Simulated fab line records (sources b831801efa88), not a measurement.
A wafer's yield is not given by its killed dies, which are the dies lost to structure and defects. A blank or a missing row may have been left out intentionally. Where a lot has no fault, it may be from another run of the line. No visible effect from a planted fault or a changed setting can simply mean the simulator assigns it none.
fab line records    flow gf180mcu    part 2 of 2: steps 28 to 36 of 36
record lots=5  wafers=15  lastDay=34
route steps=602 shown V5@550 TOP_METAL@567
lots with no fault: from the same line, run without faults
startH: start of the lot's first displayed wafer, in hours after the record's first day    waitH: how many hours have passed since the lot's step before this one    " repeats the value in the row above    L1.1+2: several wafers, shown together as one row    - no value present, or no start provided    * or withheld: withheld    < > ~ a bound
route shown NAME@n: names a module that has steps shown in the file, with the first one's number in the route    usual: average and standard deviation across the fault-free wafers    same: alike in all rows    chamber/n: place in a boat    sites: readings site by site    _std_site: how widely they spread, as a standard deviation    _edge_site: the outer-site mean with the inner-site mean subtracted    radiusMm: how far each site lies from the wafer's centre    mask NAME#n: copy n    behind: the most recent tool/chamber to have shaped the wafer    hold: what put the lot on hold/how long, in hours/how the hold closed    device: the n, p or np transistor that did not switch    end of line: at the end of the route, the tests of the same wafers    for a step that has no rows: nothing shown but its recipe    killed: dies that structure and defects cost at the first sort, which is not the same as the wafer's yield    map: the dies of a wafer, with x for killed, . for not killed, _ for no die there
set.NAME: the setting the step ran with; set.NAME@STEP: the setting that earlier step ran with    model.NAME: the simulator's own value behind a step, which no gauge read
lots seen at some steps along the route; tables by step, rows by wafer
services: from which hour (startH, from the record's first day; less than 0 if before it) a tool's chamber was out of use, for how many hours, and why
## steps
# step GF_TOP_METAL_SOFTBAKE_10
# recipe tempC=90  timeS=60  resist=NOVOLAK
lot.wafer   tool           chamber  startH  waitH
L083.1+2+5  lithoTrack-03  0        709.71  0.1
L094.2+5+6  lithoTrack-03  0        779.43  0.1
L095.2+5+6  lithoTrack-03  0        783.78  0.1
L096.2+4+5  lithoTrack-03  0        787.18  0.1
L097.3+4+5  lithoTrack-03  0        792.26  0.1
# step GF_TOP_METAL_EXPOSE_11
# recipe maskId=MetalTop  targetCdNm=440  na=0.6  sourceShape=conventional  sigmaOuter=0.6  doseMj=170
# usual reticleTempC=23.00/0.11
lot.wafer  tool             chamber  startH  waitH  mask        reticleTempC
L083.1     ilineStepper-01  0        -       -      MetalTop#0  22.85
L083.2     "                0        "       "      MetalTop#0  23.04
L083.5     "                0        "       "      MetalTop#0  22.98
L094.2     ilineStepper-02  0        -       -      MetalTop#0  23.16
L094.5     "                0        "       "      MetalTop#0  23.09
L094.6     "                0        "       "      MetalTop#0  23.14
L095.2     ilineStepper-01  0        -       -      MetalTop#0  23.13
L095.5     "                0        "       "      MetalTop#0  23.11
L095.6     "                0        "       "      MetalTop#0  23.00
L096.2     ilineStepper-01  0        -       -      MetalTop#0  22.80
L096.4     "                0        "       "      MetalTop#0  23.10
L096.5     "                0        "       "      MetalTop#0  22.78
L097.3     ilineStepper-01  0        -       -      MetalTop#0  23.07
L097.4     "                0        "       "      MetalTop#0  22.98
L097.5     "                0        "       "      MetalTop#0  23.14
# step GF_TOP_METAL_PEB_12
# recipe tempC=withheld  timeS=*  resist=NOVOLAK
lot.wafer   tool           chamber  startH  waitH
L083.1+2+5  lithoTrack-02  0        -       -
L094.2+5+6  lithoTrack-02  0        -       -
L095.2+5+6  lithoTrack-03  0        -       -
L096.2+4+5  lithoTrack-04  0        -       -
L097.3+4+5  lithoTrack-04  0        -       -
# step GF_TOP_METAL_DEVELOP_13
# recipe developTimeS=60  devTempC=23
# same developTimeS=60
lot.wafer   tool           chamber  startH  waitH
L083.1+2+5  lithoTrack-02  0        718.67  0.1
L094.2+5+6  lithoTrack-02  0        786.99  0.1
L095.2+5+6  lithoTrack-03  0        791.63  0.1
L096.2+4+5  lithoTrack-04  0        795.06  0.1
L097.3+4+5  lithoTrack-04  0        799.58  0.1
# step GF_TOP_METAL_CD_MEAS_14
# recipe targetCdNm=440
# usual cdNm=439.8/1.8
lot.wafer  tool      chamber  startH  waitH  cdNm
L083.1     cdSem-01  -        718.82  0.1    440.8
L083.2     "         -        "       "      438.3
L083.5     "         -        "       "      438.0
L094.2     cdSem-01  -        787.14  0.1    442.0
L094.5     "         -        "       "      439.7
L094.6     "         -        "       "      439.7
L095.2     cdSem-02  -        791.78  0.1    443.0
L095.5     "         -        "       "      441.7
L095.6     "         -        "       "      438.5
L096.2     cdSem-02  -        795.20  0.1    437.7
L096.4     "         -        "       "      439.8
L096.5     "         -        "       "      439.5
L097.3     cdSem-02  -        799.72  0.1    440.5
L097.4     "         -        "       "      440.4
L097.5     "         -        "       "      439.4
# step GF_TOP_METAL_OVL_MEAS_15
# usual TOP_METAL_OVL=0.4/1.3
lot.wafer  tool        chamber  startH  waitH  TOP_METAL_OVL[nm]
L083.1     overlay-02  -        718.94  0.1    -0.5
L083.2     "           -        "       "      -0.3
L083.5     "           -        "       "      0.3
L094.2     overlay-02  -        787.24  0.1    0.6
L094.5     "           -        "       "      -0.4
L094.6     "           -        "       "      -0.2
L095.2     overlay-01  -        791.88  0.1    1.8
L095.5     "           -        "       "      2.2
L095.6     "           -        "       "      1.6
L096.2     overlay-01  -        795.31  0.1    1.6
L096.4     "           -        "       "      1.2
L096.5     "           -        "       "      0.9
L097.3     overlay-01  -        799.81  0.1    -0.4
L097.4     "           -        "       "      -1.3
L097.5     "           -        "       "      -1.1
# step GF_TOP_METAL_METAL_ETCH_16
# recipe chemistry=Cl2/BCl3  maskMaterial=NOVOLAK  targetDepthNm=1077.5  stopOn=SiO2  pressureMtorr=8  icpW=800  biasW=140  Cl2_flow_sccm=80  bcl3FlowSccm=40  timeS=179.6
# usual drypumpMotorCurrentA=5.7/0.39  mfcCl2Sccm=80.04/0.24  oesProductAu=0.966/0.0063  throttleValvePct=28.257/0.011
lot.wafer  tool         chamber  startH  waitH  drypumpMotorCurrentA  mfcCl2Sccm  oesProductAu  rfHoursCounterH  throttleValvePct
L083.1     rieMetal-04  1        718.97  0.0    4.8                   80.06       0.969         6                28.257
L083.2     "            0        "       "      6.0                   79.81       0.972         13               28.243
L083.5     "            0        "       "      6.0                   79.87       0.968         -                28.243
L094.2     rieMetal-01  0        787.27  0.0    6.0                   79.93       0.957         0                28.271
L094.5     "            0        "       "      6.0                   80.26       0.965         -                28.265
L094.6     "            1        "       "      6.0                   80.12       0.959         -                28.249
L095.2     rieMetal-04  1        791.91  0.0    4.8                   80.88       0.963         10               28.261
L095.5     "            1        "       "      4.8                   80.18       0.958         -                28.256
L095.6     "            0        "       "      6.0                   80.07       0.958         -                28.274
L096.2     rieMetal-02  1        795.41  0.1    5.8                   80.07       0.965         -                28.249
L096.4     "            1        "       "      5.8                   79.76       0.960         -                28.252
L096.5     "            1        "       "      5.8                   79.63       0.966         -                28.266
L097.3     rieMetal-02  1        799.99  0.2    5.8                   80.01       0.962         -                28.262
L097.4     "            1        "       "      5.8                   79.95       0.963         -                28.279
L097.5     "            1        "       "      5.8                   80.10       0.961         -                28.259
# step GF_TOP_METAL_STRIP_17
# recipe chemistry=O2/N2  powerW=1400  pressureMtorr=1500  platenTempC=250  o2FlowSccm=3000  n2FlowSccm=300  overashFraction=0.5
# usual drypumpMotorCurrentA=5.72/0.17  heaterPowerW=359/33  o2FlowSccm=3001/7.9  oesProductAu=0.710/0.0043  platenTempC=249.99/0.17  stripTimeToEndpointS=13.45/0.097
lot.wafer  tool            chamber  startH  waitH  drypumpMotorCurrentA  heaterPowerW  o2FlowSccm  oesProductAu  platenTempC  rfHoursCounterH  stripTimeToEndpointS
L083.1     plasmaAsher-03  1        719.15  0.1    5.68                  342           2997        0.707         250.17       98               13.32
L083.2     "               0        "       "      5.57                  384           3010        0.714         249.91       98               13.37
L083.5     "               1        "       "      5.66                  346           3002        0.714         249.93       -                13.40
L094.2     plasmaAsher-04  0        787.45  0.1    5.83                  334           2985        0.712         250.03       4                13.46
L094.5     "               1        "       "      5.76                  304           3002        0.704         249.92       -                13.47
L094.6     "               0        "       "      5.83                  344           2993        0.717         250.47       -                13.34
L095.2     plasmaAsher-02  0        792.09  0.1    6.02                  417           2993        0.715         249.81       70               13.48
L095.5     "               1        "       "      5.49                  346           3017        0.706         250.11       -                13.50
L095.6     "               0        "       "      6.01                  420           2993        0.715         250.15       -                13.57
L096.2     plasmaAsher-04  1        795.80  0.3    5.77                  313           3008        0.704         250.34       5                13.56
L096.4     "               1        "       "      5.74                  309           2996        0.713         249.98       -                13.53
L096.5     "               1        "       "      5.76                  308           3009        0.710         249.87       -                13.62
L097.3     plasmaAsher-03  0        800.34  0.3    5.56                  389           2991        0.704         250.07       -                13.54
L097.4     "               1        "       "      5.70                  341           3003        0.712         249.96       -                13.52
L097.5     "               0        "       "      5.58                  387           3003        0.705         250.03       -                13.62
# step GF_TOP_METAL_STRIP_18
# recipe chemistry=postEtchResidueRemover  timeS=1200  tempC=72.5
# usual bathHeatDutyPct=14.4/1.2
lot.wafer  tool         chamber  startH  waitH  bathHeatDutyPct
L083.1     wetBench-04  1        719.25  0.1    16.0
L083.2     "            1        "       "      15.8
L083.5     "            1        "       "      15.3
L094.2     wetBench-01  0        787.55  0.1    12.9
L094.5     "            0        "       "      13.3
L094.6     "            0        "       "      14.2
L095.2     wetBench-04  2        792.19  0.1    14.0
L095.5     "            2        "       "      13.9
L095.6     "            2        "       "      15.0
L096.2     wetBench-04  2        795.90  0.1    14.7
L096.4     "            2        "       "      15.9
L096.5     "            2        "       "      14.7
L097.3     wetBench-04  2        800.40  0.0    14.1
L097.4     "            2        "       "      14.2
L097.5     "            2        "       "      15.3
## services
tool             chamber  startH  hours  kind
rieDiel-04       2        668.00  4.1    repair
rieMetal-04      -        674.75  0.1    repair
cvdW-01          -        690.69  6.9    pm
rieDiel-02       -        692.88  2.8    pm
krfScanner-02    -        696.86  1.0    pm
plasmaAsher-04   -        700.15  5.6    repair
rieDiel-04       2        703.29  13.8   repair
cmp-02           -        706.20  0.6    repair
rieDiel-02       -        716.36  2.2    repair
cvdW-01          -        721.50  0.3    repair
pvdSputter-02    -        726.46  3.6    repair
plasmaAsher-04   -        733.75  9.0    pm
cmp-02           -        744.13  4.0    pm
pvdSputter-03    -        746.27  2.1    repair
rieDiel-04       3        746.92  3.0    repair
rieDiel-02       3        747.42  5.2    repair
rieDiel-02       0        749.58  33.8   repair
rieDiel-02       2        756.76  4.8    repair
krfScanner-02    -        765.32  0.8    pm
rieDiel-04       1        768.09  3.5    repair
ilineStepper-01  -        769.64  1.7    pm
pvdSputter-01    -        787.80  4.4    repair
wetBench-03      -        792.90  6.1    repair
krfScanner-02    -        795.07  1.3    pm
